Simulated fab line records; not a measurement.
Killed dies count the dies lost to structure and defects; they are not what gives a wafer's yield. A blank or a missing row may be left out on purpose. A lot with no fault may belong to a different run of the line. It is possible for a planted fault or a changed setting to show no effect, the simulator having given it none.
Which tool is to blame? / flow gf180mcu / 39 wafers from 13 lots sampled at 6 of the route's 602 steps

== WHAT THE GAUGES SHOWED, per wafer ==
GF_HV_LDD_OVL_MEAS_08.
lot=L829; measured=day 9 17:53; on=overlay-02; HV_LDD_OVL (nm)=0.4 0.1 -1.8
lot=L830; measured=day 10 08:00; on=overlay-02; HV_LDD_OVL (nm)=-2.9 -2.2 0.7
lot=L831; measured=day 10 15:22; on=overlay-02; HV_LDD_OVL (nm)=0.9 0.0 1.6
lot=L832; measured=day 10 18:28; on=overlay-02; HV_LDD_OVL (nm)=-2.5 0.2 -2.1
lot=L833; measured=day 11 06:02; on=overlay-01; HV_LDD_OVL (nm)=-1.4 -1.0 -3.0
lot=L834; measured=day 11 10:10; on=overlay-02; HV_LDD_OVL (nm)=-2.5 -2.0 -2.7
lot=L835; measured=day 11 14:27; on=overlay-01; HV_LDD_OVL (nm)=-0.8 -1.2 0.0
lot=L836; measured=day 12 07:04; on=overlay-01; HV_LDD_OVL (nm)=-1.9 -2.5 -0.1
lot=L839; measured=day 13 02:55; on=overlay-01; HV_LDD_OVL (nm)=-2.4 -1.2 -3.7
lot=L840; measured=day 13 09:32; on=overlay-02; HV_LDD_OVL (nm)=-3.7 -1.0 -2.8
lot=L841; measured=day 13 13:01; on=overlay-01; HV_LDD_OVL (nm)=-3.0 -2.4 -1.4
lot=L849; measured=day 15 23:46; on=overlay-01; HV_LDD_OVL (nm)=-0.1 -0.2 -0.5
lot=L850; measured=day 16 09:45; on=overlay-02; HV_LDD_OVL (nm)=-0.2 1.4 1.6

GF_HV_LDD_OVL_MEAS_20.
lot=L829; measured=day 10 12:23; on=overlay-01; HV_LDD_01_OVL (nm)=-1.9 -1.4 -3.1
lot=L830; measured=day 11 02:32; on=overlay-01; HV_LDD_01_OVL (nm)=-1.2 1.6 -1.4
lot=L831; measured=day 11 09:59; on=overlay-02; HV_LDD_01_OVL (nm)=3.5 1.5 -1.5
lot=L832; measured=day 11 13:07; on=overlay-01; HV_LDD_01_OVL (nm)=0.6 -0.7 0.6
lot=L833; measured=day 12 01:29; on=overlay-02; HV_LDD_01_OVL (nm)=-0.5 -1.0 -1.5
lot=L834; measured=day 12 05:43; on=overlay-02; HV_LDD_01_OVL (nm)=-0.7 -0.9 -1.3
lot=L835; measured=day 12 10:30; on=overlay-01; HV_LDD_01_OVL (nm)=-2.0 -0.3 -1.3
lot=L836; measured=day 13 03:31; on=overlay-02; HV_LDD_01_OVL (nm)=-0.4 -0.5 -1.5
lot=L839; measured=day 13 23:31; on=overlay-01; HV_LDD_01_OVL (nm)=-2.3 -2.2 -1.7
lot=L840; measured=day 14 05:34; on=overlay-01; HV_LDD_01_OVL (nm)=-1.8 0.1 -1.6
lot=L841; measured=day 14 09:55; on=overlay-02; HV_LDD_01_OVL (nm)=0.0 -2.9 -2.4
lot=L849; measured=day 16 21:58; on=overlay-02; HV_LDD_01_OVL (nm)=1.4 -0.2 -3.0
lot=L850; measured=day 17 07:42; on=overlay-01; HV_LDD_01_OVL (nm)=-1.2 -1.3 -1.8

GF_HV_LDD_CD_MEAS_31: target cd 400 nm.
lot=L829; measured=day 11 06:32; on=cdSem-02; cdNm (nm)=401.2 402.0 399.8
lot=L830; measured=day 11 21:33; on=cdSem-02; cdNm (nm)=403.7 400.8 401.4
lot=L831; measured=day 12 05:10; on=cdSem-02; cdNm (nm)=400.2 399.2 398.6
lot=L832; measured=day 12 08:57; on=cdSem-01; cdNm (nm)=400.7 400.5 401.3
lot=L833; measured=day 12 20:48; on=cdSem-01; cdNm (nm)=403.1 400.4 402.4
lot=L834; measured=day 13 01:33; on=cdSem-02; cdNm (nm)=400.4 402.7 401.1
lot=L835; measured=day 13 06:35; on=cdSem-01; cdNm (nm)=402.6 402.5 401.8
lot=L836; measured=day 14 00:25; on=cdSem-01; cdNm (nm)=401.6 399.5 401.0
lot=L839; measured=day 14 20:38; on=cdSem-02; cdNm (nm)=397.8 401.9 401.5
lot=L840; measured=day 15 03:08; on=cdSem-02; cdNm (nm)=401.6 402.8 402.0
lot=L841; measured=day 15 07:35; on=cdSem-01; cdNm (nm)=402.3 401.6 401.2
lot=L849; measured=day 17 21:08; on=cdSem-02; cdNm (nm)=397.0 397.8 400.4
lot=L850; measured=day 18 07:02; on=cdSem-01; cdNm (nm)=400.9 400.7 399.2

GF_HV_LDD_TW_MEAS_38.
lot=L829; measured=day 11 07:22; on=filmMetro-02; HV_LDD_3_TW=1435 1436 1431
lot=L830; measured=day 11 22:23; on=filmMetro-03; HV_LDD_3_TW=1448 1449 1441
lot=L831; measured=day 12 06:00; on=filmMetro-02; HV_LDD_3_TW=1440 1440 1442
lot=L832; measured=day 12 09:48; on=filmMetro-03; HV_LDD_3_TW=1455 1457 1451
lot=L833; measured=day 12 21:39; on=filmMetro-02; HV_LDD_3_TW=1436 1434 1437
lot=L834; measured=day 13 02:23; on=filmMetro-02; HV_LDD_3_TW=1437 1440 1434
lot=L835; measured=day 13 07:26; on=filmMetro-01; HV_LDD_3_TW=1439 1440 1441
lot=L836; measured=day 14 01:15; on=filmMetro-01; HV_LDD_3_TW=1434 1436 1438
lot=L839; measured=day 14 21:29; on=filmMetro-02; HV_LDD_3_TW=1429 1427 1423
lot=L840; measured=day 15 03:58; on=filmMetro-01; HV_LDD_3_TW=1436 1443 1446
lot=L841; measured=day 15 08:26; on=filmMetro-03; HV_LDD_3_TW=1443 1450 1441
lot=L849; measured=day 17 21:59; on=filmMetro-03; HV_LDD_3_TW=1413 1415 1426
lot=L850; measured=day 18 07:54; on=filmMetro-03; HV_LDD_3_TW=1425 1421 1419

GF_HV_LDD_RS_MEAS_53: the measuring method here is four-point-probe.
lot=L829; measured=day 12 03:08; on=filmMetro-03; HV_LDD_RS (ohm/sq)=419.6 418.9 419.0
lot=L830; measured=day 12 18:10; on=filmMetro-03; HV_LDD_RS (ohm/sq)=419.4 419.2 420.0
lot=L831; measured=day 13 02:07; on=filmMetro-03; HV_LDD_RS (ohm/sq)=419.9 419.5 420.1
lot=L832; measured=day 13 05:47; on=filmMetro-02; HV_LDD_RS (ohm/sq)=418.3 418.6 419.5
lot=L833; measured=day 13 18:31; on=filmMetro-02; HV_LDD_RS (ohm/sq)=418.0 417.4 418.3
lot=L834; measured=day 13 23:02; on=filmMetro-01; HV_LDD_RS (ohm/sq)=418.2 417.5 417.7
lot=L835; measured=day 14 04:16; on=filmMetro-02; HV_LDD_RS (ohm/sq)=419.7 419.5 419.6
lot=L836; measured=day 14 22:34; on=filmMetro-01; HV_LDD_RS (ohm/sq)=419.8 419.7 418.8
lot=L839; measured=day 15 18:52; on=filmMetro-02; HV_LDD_RS (ohm/sq)=419.5 418.2 419.4
lot=L840; measured=day 16 01:53; on=filmMetro-01; HV_LDD_RS (ohm/sq)=419.4 419.3 418.5
lot=L841; measured=day 16 06:08; on=filmMetro-01; HV_LDD_RS (ohm/sq)=418.0 418.5 418.4
lot=L849; measured=day 18 22:05; on=filmMetro-03; HV_LDD_RS (ohm/sq)=424.3 422.9 423.0 423.9 423.2 423.3
lot=L850; measured=day 19 08:47; on=filmMetro-01; HV_LDD_RS (ohm/sq)=422.7 422.9 424.5 421.9 423.3 424.6

== TOOL THAT RAN EACH LOT (tool first, then ch and the chambers of the sampled wafers, then the start) ==
lot=L829; GF_HV_LDD_IMPLANT_35=implanter-01 ch 0, day 11 07:01
lot=L830; GF_HV_LDD_IMPLANT_35=implanter-04 ch 0, day 11 22:01
lot=L831; GF_HV_LDD_IMPLANT_35=implanter-03 ch 0, day 12 05:37
lot=L832; GF_HV_LDD_IMPLANT_35=implanter-01 ch 0, day 12 09:24
lot=L833; GF_HV_LDD_IMPLANT_35=implanter-04 ch 0, day 12 21:15
lot=L834; GF_HV_LDD_IMPLANT_35=implanter-04 ch 0, day 13 02:01
lot=L835; GF_HV_LDD_IMPLANT_35=implanter-03 ch 0, day 13 07:02
lot=L836; GF_HV_LDD_IMPLANT_35=implanter-01 ch 0, day 14 00:53
lot=L839; GF_HV_LDD_IMPLANT_35=implanter-03 ch 0, day 14 21:05
lot=L840; GF_HV_LDD_IMPLANT_35=implanter-01 ch 0, day 15 03:35
lot=L841; GF_HV_LDD_IMPLANT_35=implanter-04 ch 0, day 15 08:02
lot=L849; GF_HV_LDD_IMPLANT_35=implanter-03 ch 0, day 17 21:35
lot=L850; GF_HV_LDD_IMPLANT_35=implanter-03 ch 0, day 18 07:30
- GF_HV_LDD_IMPLANT_35

== WHAT THE TOOLS THEMSELVES READ (means of the sampled wafers that have a number; where no wafer has one, the mark that the record gives instead) ==
GF_HV_LDD_IMPLANT_35.
lot=L829; tool=implanter-01; beamOnS (s)=10.09; endStationPressureTorr (Torr)=4.83e-06; faradayCurrentUA=41.9
lot=L830; tool=implanter-04; beamOnS (s)=10.06; endStationPressureTorr (Torr)=5.41e-06; faradayCurrentUA=42.0
lot=L831; tool=implanter-03; beamOnS (s)=10.01; endStationPressureTorr (Torr)=5.32e-06; faradayCurrentUA=42.3
lot=L832; tool=implanter-01; beamOnS (s)=9.86; endStationPressureTorr (Torr)=5.08e-06; faradayCurrentUA=42.9
lot=L833; tool=implanter-04; beamOnS (s)=9.83; endStationPressureTorr (Torr)=5.24e-06; faradayCurrentUA=43.0
lot=L834; tool=implanter-04; beamOnS (s)=9.96; endStationPressureTorr (Torr)=4.91e-06; faradayCurrentUA=42.5
lot=L835; tool=implanter-03; beamOnS (s)=10.02; endStationPressureTorr (Torr)=4.99e-06; faradayCurrentUA=42.2
lot=L836; tool=implanter-01; beamOnS (s)=9.72; endStationPressureTorr (Torr)=5.15e-06; faradayCurrentUA=43.5
lot=L839; tool=implanter-03; beamOnS (s)=9.84; endStationPressureTorr (Torr)=5.00e-06; faradayCurrentUA=42.9
lot=L840; tool=implanter-01; beamOnS (s)=9.93; endStationPressureTorr (Torr)=5.33e-06; faradayCurrentUA=42.5
lot=L841; tool=implanter-04; beamOnS (s)=10.23; endStationPressureTorr (Torr)=4.81e-06; faradayCurrentUA=41.4
lot=L849; tool=implanter-03; beamOnS (s)=8.20; endStationPressureTorr (Torr)=5.23e-06; faradayCurrentUA=51.5
lot=L850; tool=implanter-03; beamOnS (s)=7.94; endStationPressureTorr (Torr)=4.96e-06; faradayCurrentUA=53.3

== THE ANSWER, worked out from the rows above alone ==
Rule: usual is defined by the lots themselves. Put in order of their means at a reading, lots are off if they are a third of the lots or fewer, leave a main group of 4 or more, and stand apart from it by a gap of 3 or more times the standard deviation of the main group's means; of several such gaps the widest counts. Not used: any main group whose means are identical at the precision the tables above print for the reading. A lot without any number at a reading at which 4 lots or more have one is off too. The other lots that the step has rows for count as sound. First the gauges in route order, then the tools' own readings, where a lot's mean is used as printed above. The first step at which some lot is off is used, and at that step the reading that is off furthest; a lot without a number counts as furthest.
Off: at GF_HV_LDD_RS_MEAS_53 (HV_LDD_RS), L849, L850. For the main group the mean is 419.0 ohm/sq and the standard deviation 0.65.
A tool fits if, at a process step before that reading, it ran every lot that is off, and no sound lot after the first of them. Not tried: the gauges at GF_HV_LDD_RS_MEAS_53; whatever is off there is also off at GF_HV_LDD_IMPLANT_35, on other tools, and gauge error can't account for it. One fits: implanter-03 at GF_HV_LDD_IMPLANT_35. A fault onset in the window from L839 (day 14 21:05, its last sound lot) to L849 (day 17 21:35, its first lot off) fits.
The tool's own readings at GF_HV_LDD_IMPLANT_35 bear it out: on the lots that are off they differ by more than 5 times the standard deviation of the sound lots' means. beamOnS reads 8.07 s there against 9.96 s on the sound lots; faradayCurrentUA reads 52.4 there against 42.5 on the sound lots.

== WHAT THE SIMULATOR HAD PUT IN ==
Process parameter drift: implanter-03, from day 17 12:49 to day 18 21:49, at GF_HV_LDD_IMPLANT_35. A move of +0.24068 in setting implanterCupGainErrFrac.
Struck lots among those shown: L849, L850. The rule above found the same.
